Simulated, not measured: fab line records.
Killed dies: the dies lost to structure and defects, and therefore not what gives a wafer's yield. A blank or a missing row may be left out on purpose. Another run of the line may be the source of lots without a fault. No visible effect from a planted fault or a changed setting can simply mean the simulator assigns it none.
Chamber matching -- flow sky130 -- SKY_VIA4_CMP_02 on cmp-02 has 4 sister chambers
The step polishes SiO2. 8 wafers are shown with their chamber, then 9 later ones without.

== EACH WAFER AND ITS CHAMBER ==
wafer,chamber,motor-current-A (A),head-pressure-psi (psi)
L570.6,3,14.0,4.012
L576.1,0,12.4,3.994
L581.3,0,12.3,4.001
L583.1,1,13.1,3.994
L583.6,3,14.6,3.999
L585.2,2,13.2,4.005
L585.3,1,13.3,3.994
L585.5,2,12.5,4.010

== WAFERS WITH NO CHAMBER GIVEN ==
wafer,motor-current-A (A),head-pressure-psi (psi)
L586.4,14.0,3.993
L586.5,12.3,3.996
L586.6,13.3,3.990
L590.1,14.1,4.003
L590.3,12.8,3.999
L590.6,14.2,3.984
L591.1,13.0,4.002
L591.5,12.6,4.004
L591.6,14.4,4.006

== WHICH CHAMBER EACH WENT THROUGH ==
wafer,from the rows above,in truth
L586.4,can't be placed: 1 or 3 or 2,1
L586.5,0,0
L586.6,1,1
L590.1,3,3
L590.3,can't be placed: 0 or 1 or 2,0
L590.6,can't be placed: 1 or 3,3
L591.1,can't be placed: 2 or 1 or 0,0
L591.5,can't be placed: 2 or 0 or 1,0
L591.6,3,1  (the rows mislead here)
Correctly placed: 3 of 9. Not placeable from these rows: 5 (in 5, the candidates include the true chamber). 1 placed wrongly.
How it was worked out, from the rows above alone: a wafer's distance from a chamber is the root of the sum, over the readings, of the square of ((its reading less the chamber's mean) divided by the reading's scatter). If the next closest chamber is less than 2 further off than the closest, the wafer can't be placed; otherwise it belongs to the closest. The mean given for a chamber averages the wafers shown for that chamber. The scatter is the square root of a quotient: the sum, over the shown wafers, of each reading's squared deviation from its chamber's mean, divided by wafers minus chambers.
